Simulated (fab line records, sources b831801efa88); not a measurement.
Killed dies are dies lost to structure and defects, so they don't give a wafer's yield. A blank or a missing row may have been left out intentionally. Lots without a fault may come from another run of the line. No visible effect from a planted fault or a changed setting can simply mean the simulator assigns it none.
Chamber matching / flow gf180mcu / GF_V3_CVD_02 on pecvd-04: 3 sister chambers
The step deposits SiO2 from TEOS, target thk 850 nm, time 94.851 s. 3 wafers are shown with their chamber, then 9 later ones without.

## WAFERS, EACH WITH ITS CHAMBER
wafer=L083.5; chamber=0; rfFwdPowerW (W)=596.9
wafer=L089.3; chamber=1; rfFwdPowerW (W)=597.7
wafer=L089.4; chamber=2; rfFwdPowerW (W)=595.2

## WAFERS WITHOUT THEIR CHAMBER
wafer=L091.1; rfFwdPowerW (W)=598.2
wafer=L091.5; rfFwdPowerW (W)=597.8
wafer=L091.6; rfFwdPowerW (W)=595.3
wafer=L094.1; rfFwdPowerW (W)=598.2
wafer=L094.5; rfFwdPowerW (W)=594.0
wafer=L094.6; rfFwdPowerW (W)=598.7
wafer=L096.1; rfFwdPowerW (W)=598.1
wafer=L096.5; rfFwdPowerW (W)=595.6
wafer=L096.6; rfFwdPowerW (W)=593.7

## EACH ONE'S CHAMBER
wafer=L091.1; from the rows above=can't be placed: 1 or 0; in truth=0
wafer=L091.5; from the rows above=can't be placed: 1 or 0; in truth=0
wafer=L091.6; from the rows above=can't be placed: 2 or 0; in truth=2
wafer=L094.1; from the rows above=can't be placed: 1 or 0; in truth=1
wafer=L094.5; from the rows above=2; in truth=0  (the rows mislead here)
wafer=L094.6; from the rows above=can't be placed: 1 or 0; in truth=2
wafer=L096.1; from the rows above=can't be placed: 1 or 0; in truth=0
wafer=L096.5; from the rows above=can't be placed: 2 or 0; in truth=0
wafer=L096.6; from the rows above=2; in truth=2
Correctly placed: 1 of 9. These rows do not allow placing 7 (true chamber among the candidates in 6). 1 placed wrongly.
How it was worked out, from the rows above alone: a wafer's distance from a chamber is the root of the sum, over the readings, of the square of ((its reading less the chamber's mean) divided by the reading's scatter). If the next closest chamber is less than 2 further off than the closest, the wafer can't be placed; otherwise it belongs to the closest. Each chamber's mean is taken over the wafers shown for it. The scatter: with one shown wafer a chamber, the root of the mean of the squares of how far each hidden wafer lies from its nearest shown one.
